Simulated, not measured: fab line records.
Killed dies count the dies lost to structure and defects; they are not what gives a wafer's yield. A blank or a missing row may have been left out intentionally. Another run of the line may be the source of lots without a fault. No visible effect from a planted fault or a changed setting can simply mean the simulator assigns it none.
Struck lot and sound lot, side by side	flow sky130	37 steps out of a route of 708
Sound: these wafers, L470.2, L470.3, L470.4. Struck: wafer L459.2 (left out: L459.4, L459.6 of the same lot, which were not struck); the cause appears at the end.
At each step with rows: each side's tool, then ch and its chambers, then its first start. Under that, the readings that differ: sound wafers	struck wafers	difference of the means	sigmas: that difference in standard deviations of wafers without a fault.
alike: same words and numbers on both sides, and readings whose means sit less than 2 such deviations apart. not compared: any withheld reading, any reading some wafer has no value for, any bound like >300 that may hide the same value, and any number with overlapping values for which the record gives no deviation.
The two part at a step that has a row with sigmas, a row that says differs or no value, or rows on one side only. Numbers that have no deviation but don't overlap get no sigmas and don't part them. A reading that every wafer of one side lacks parts them only if that side has two wafers or more.

first, 10 steps without rows for these wafers: SKY_DNWELL_DEVELOP_06 (develop time 60 s); SKY_DNWELL_IMPLANT_07; SKY_DNWELL_STRIP_08 (strips in O2/N2); SKY_PWDE_DEHYDRATE_00 (time 60 s); SKY_PWDE_HMDS_01 (prime time 60 s); SKY_PWDE_COAT_02 (resist thk 3000 nm); SKY_PWDE_SOFTBAKE_03; SKY_PWDE_EXPOSE_04 (exposes mask PWDEM, target cd 840 nm); SKY_PWDE_PEB_05; SKY_PWDE_DEVELOP_06 (develop time 60 s).
SKY_PWDE_IMPLANT_08:
  sound on implanter-01 ch 0, day 7 16:26; struck on implanter-01 ch 0, day 5 04:29
reading	sound	struck	difference	sigmas
beamOnS (s)	10.17 9.98 9.75	14.80	+4.83	+23
faradayCurrentUA	19.9 20.2 20.8	13.7	-6.6	-16
then, 1 step without rows for these wafers: SKY_PWDE_STRIP_09 (strips in O2/N2).
SKY_PWDE_TW_MEAS_10:
  struck on filmMetro-04, day 5 04:44; sound on filmMetro-04, day 7 16:41
reading	sound	struck	difference	sigmas
PWDE_TW	382.8 381.0 380.9	424.1	+42.5	+16
then, 22 steps without rows for these wafers: SKY_NWELL_DEHYDRATE_03 (time 60 s); SKY_NWELL_HMDS_04 (prime time 60 s); SKY_NWELL_COAT_05 (resist thk 3000 nm); SKY_NWELL_SOFTBAKE_06; SKY_NWELL_EXPOSE_07 (exposes mask NWM, target cd 840 nm); SKY_NWELL_PEB_08; SKY_NWELL_DEVELOP_09 (develop time 60 s); SKY_NWELL_IMPLANT_11; SKY_NWELL_IMPLANT_12; SKY_NWELL_IMPLANT_13; SKY_NWELL_STRIP_14 (strips in O2/N2); SKY_NWELL_DEHYDRATE_16 (time 60 s); SKY_NWELL_HMDS_17 (prime time 60 s); SKY_NWELL_COAT_18 (resist thk 3000 nm); SKY_NWELL_SOFTBAKE_19; SKY_NWELL_EXPOSE_20 (exposes mask NWM COMPLEMENT, target cd 840 nm); SKY_NWELL_PEB_21; SKY_NWELL_DEVELOP_22 (develop time 60 s); SKY_NWELL_IMPLANT_24; SKY_NWELL_STRIP_25 (strips in O2/N2); SKY_NWELL_CLEAN_27 (cleans in SC1/SC2, time 150 s); SKY_NWELL_RTA_28 (time 30 s).
SKY_NWELL_RS_MEAS_31: measures by four-point-probe.
  struck on filmMetro-02, day 6 19:15; sound on filmMetro-02, day 9 09:50
reading	sound	struck	difference	sigmas
PWDE_RS (ohm/sq)	5282 5254 5264	3998	-1269	-60
-- the record jumps here: 40 days lie between the struck wafers' starts before and after (it left off in module NWELL and takes up again in module PAD_OPEN, whose first step shown is number 708 of the route) --
SKY_PAD_OPEN_PROBE_99:
  struck on prober-02, day 46 21:51; sound on prober-02, day 49 08:53
reading	sound	struck	difference	sigmas
killed_at_M4_up	5 3 3	0	-4	-2
model.etest.res_p_drift_20v.lineOhmUm	1.259e+04 1.204e+04 1.262e+04	8630	-3787	
model.etest.res_p_drift_20v.rsOhmSq	1.078e+04 1.015e+04 1.074e+04	7314	-3243	
model.etest.resPwdeUnderGate.rsOhmSq	6188 6118 6123	4492	-1651	
  alike: killed_at_M0_to_M3, killedAtContacts, killedAtFrontEnd, killedAtOther, killedDies, killedOpen, killedShort

WHERE THEY PART
Earliest at SKY_PWDE_IMPLANT_08; latest, in this record, at SKY_PAD_OPEN_PROBE_99.

WHY: what the simulator had put in
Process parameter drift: implanter-01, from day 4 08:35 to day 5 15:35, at SKY_PWDE_IMPLANT_08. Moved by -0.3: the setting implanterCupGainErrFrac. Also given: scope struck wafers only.
